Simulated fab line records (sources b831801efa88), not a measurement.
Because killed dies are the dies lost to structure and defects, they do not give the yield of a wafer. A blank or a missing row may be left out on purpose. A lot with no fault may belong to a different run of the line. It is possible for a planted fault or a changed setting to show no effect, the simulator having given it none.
Chamber matching ; flow sky130 ; 4 sister chambers for SKY_VIA4_CMP_21 on cmp-01
The step polishes, stops on SiO2, t overpolish 25 s, target thk 0 nm. 18 wafers are shown with their chamber, then 9 later ones without.

== EACH WAFER AND ITS CHAMBER ==
wafer;chamber;motor-current-A (A);time-to-endpoint-s (s);overpolish-run-s (s)
L737.1;0;10.7;124;25.015
L737.4;1;10.1;121;24.996
L737.5;1;10.3;119;24.986
L738.3;1;10.1;121;24.993
L738.4;3;11.3;110;25.000
L738.6;2;13.6;118;25.000
L739.1;0;10.4;126;24.998
L739.5;0;10.3;124;24.998
L739.6;3;11.3;120;24.999
L740.2;0;10.4;124;24.998
L740.3;3;11.5;117;24.996
L740.4;1;10.1;120;25.001
L741.2;0;10.6;123;24.991
L741.3;1;10.0;118;24.995
L741.5;0;10.4;122;25.006
L748.3;0;10.3;123;24.994
L748.5;0;9.5;124;25.002
L748.6;3;11.5;120;24.998

SIGNATURES, as means of the wafers listed above
reading;chamber 0;chamber 1;chamber 2;chamber 3;scatter within a chamber
motor-current-A;10.325;10.120;13.600;11.400;0.268
time-to-endpoint-s;123.75;119.80;118.00;116.75;2.44
overpolish-run-s;25.00025;24.99420;25.00000;24.99825;0.0061
Rule: for a wafer and a chamber, the distance is found by dividing, reading by reading, the gap between the wafer's reading and the chamber's mean by the reading's scatter, squaring, summing and taking the root. If the next closest chamber is less than 2 further off than the closest, the wafer can't be placed; otherwise it belongs to the closest. The scatter is the square root of a quotient: the sum, over the shown wafers, of each reading's squared deviation from its chamber's mean, divided by wafers minus chambers.

== WAFERS MISSING THEIR CHAMBER ==
wafer;motor-current-A (A);time-to-endpoint-s (s);overpolish-run-s (s)
L758.1;11.3;118;24.994
L758.3;10.0;122;25.006
L758.5;9.7;121;24.992
L759.2;10.2;125;25.008
L759.3;13.2;121;25.014
L759.6;9.9;124;24.999
L760.2;14.0;122;25.001
L760.3;10.4;123;25.030
L760.5;13.6;125;24.981

== THE CHAMBER EACH PASSED THROUGH ==
wafer;from the rows above;in truth
L758.1;3;3
L758.3;can't be placed: 0 or 1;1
L758.5;can't be placed: 1 or 0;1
L759.2;can't be placed: 0 or 1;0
L759.3;2;2
L759.6;can't be placed: 0 or 1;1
L760.2;2;2
L760.3;can't be placed: 0 or 1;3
L760.5;2;2
Placed correctly: 4 of 9. From these rows, 5 cannot be placed; in 4 the true chamber is one of the candidates. 0 placed wrongly.
